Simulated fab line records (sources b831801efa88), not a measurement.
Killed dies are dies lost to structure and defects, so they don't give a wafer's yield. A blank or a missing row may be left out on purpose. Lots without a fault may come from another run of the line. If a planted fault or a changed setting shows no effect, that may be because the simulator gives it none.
Matching of chambers ; flow gf180mcu ; 4 sister chambers for GF_V5_CMP_04 on cmp-02
The step polishes SiO2. 4 wafers are shown with their chamber, then 12 later ones without.

## WAFERS WITH THEIR CHAMBER
wafer;chamber;motor-current-A (A)
L089.2;2;12.5
L090.2;1;12.0
L093.5;3;12.9
L093.6;0;12.2

## WAFERS WITHOUT THEIR CHAMBER
wafer;motor-current-A (A)
L092.1;13.2
L092.3;13.1
L092.4;11.9
L094.3;13.3
L094.4;12.4
L094.6;12.2
L095.2;13.4
L095.5;11.9
L095.6;12.4
L097.3;12.9
L097.4;13.3
L097.6;12.3

## EACH ONE'S CHAMBER
wafer;from the rows above;in truth
L092.1;can't be placed: 3 or 2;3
L092.3;can't be placed: 3 or 2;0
L092.4;can't be placed: 1 or 0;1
L094.3;can't be placed: 3 or 2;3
L094.4;can't be placed: 2 or 0 or 1 or 3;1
L094.6;can't be placed: 0 or 1 or 2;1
L095.2;can't be placed: 3 or 2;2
L095.5;can't be placed: 1 or 0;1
L095.6;can't be placed: 2 or 0 or 1 or 3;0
L097.3;can't be placed: 3 or 2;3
L097.4;can't be placed: 3 or 2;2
L097.6;can't be placed: 0 or 2 or 1 or 3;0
Placed correctly: 0 of 12. Can't be placed from these rows: 12 (the true chamber is among the candidates in 11). Wrongly placed: 0.
How it was worked out, from the rows above alone: a wafer's distance from a chamber is the root of the sum, over the readings, of the square of ((its reading less the chamber's mean) divided by the reading's scatter). If the next closest chamber is less than 2 further off than the closest, the wafer can't be placed; otherwise it belongs to the closest. The mean given for a chamber averages the wafers shown for that chamber. The scatter (one wafer shown for each chamber): square how far every hidden wafer sits from the nearest shown wafer, average those squares and take the square root.
